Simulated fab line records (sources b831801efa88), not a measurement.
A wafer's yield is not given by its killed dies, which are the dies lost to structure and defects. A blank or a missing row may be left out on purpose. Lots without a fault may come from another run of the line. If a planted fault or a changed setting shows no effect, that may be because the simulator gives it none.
2 desks looking at one fault | flow sky130 | numbers are kept per desk, each desk with only its own; the story behind them comes last

## AT THE METROLOGY DESK
Lot by lot, what the gauges showed, no matter which tool ran the lot: averages of those sampled wafers that carry a number. The brackets show how far a lot's mean lies from the usual mean; more than 4 standard deviations puts the lot out of limits, marked OUT.
Columns: A = VT_ADJUST_HVTP_OVL at SKY_VT_ADJUST_HVTP_OVL_MEAS_08, usual 0.3 nm
lot  | first seen here | A
L672 | day 7 10:02     | -1.9
L671 | day 7 10:20     | 1.4
L675 | day 8 01:52     | 0.9
L679 | day 8 20:35     | 0.2
L680 | day 9 04:32     | 1.7
L683 | day 9 20:04     | 0.7
L686 | day 10 17:04    | 0.5
L688 | day 11 03:03    | 1.1
L689 | day 11 08:35    | -0.8
L690 | day 11 16:28    | 1.0
L691 | day 11 20:25    | -0.6
L692 | day 12 03:43    | 0.7
This desk's verdict: no lot among the 12 shows anything out of limits.

## THE TOOL OWNER'S DESK: litho-track-02
At SKY_VT_ADJUST_HVTR_SOFTBAKE_03 (time 60 s), the tool's own readings, given per lot that ran on this tool as the mean of the sampled wafers with a number. The brackets show how far a lot's mean lies from the usual mean; more than 4 standard deviations puts the lot out of limits, marked OUT.
Columns: A = heater-power-total-W at SKY_VT_ADJUST_HVTR_SOFTBAKE_03, usual 56.60 W; B = resist-line-temp-C at SKY_VT_ADJUST_HVTR_SOFTBAKE_03, usual 22.99 C; C = run-length-s at SKY_VT_ADJUST_HVTR_SOFTBAKE_03, usual 89.28 s
lot  | first seen here | A               | B     | C
L675 | day 11 07:54    | 56.56           | 22.94 | 89.31
L679 | day 12 04:30    | 56.59           | 23.00 | 89.14
L683 | day 13 08:43    | 56.61           | 22.96 | 89.26
L686 | day 14 09:18    | 57.92 (+29) OUT | 23.00 | 85.30 (-36) OUT
L688 | day 14 20:18    | 57.25 (+14) OUT | 22.91 | 87.36 (-17) OUT
Finding of this desk: L686, L688 out of limits; the first was L686 at day 14 09:18, on heater-power-total-W at SKY_VT_ADJUST_HVTR_SOFTBAKE_03. In limits: L675, L679, L683.

## PUT TOGETHER
An alarm could have come from the tool owner's desk at day 14 09:18, on L686, L688.
From the metrology desk's view, nothing was out of limits.
The metrology desk holds a record of L686, L688, inside its limits.
Of the lots named, all ran SKY_VT_ADJUST_HVTR_SOFTBAKE_03 on litho-track-02.

## WHAT THE SIMULATOR PUT IN
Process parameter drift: litho-track-02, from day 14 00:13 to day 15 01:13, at SKY_VT_ADJUST_HVTR_SOFTBAKE_03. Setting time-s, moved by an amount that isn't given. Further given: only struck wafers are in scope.
Lots struck among those shown: L686, L688.
Hours from the fault's start to each desk's first reading out of limits: the tool owner's desk, 9.
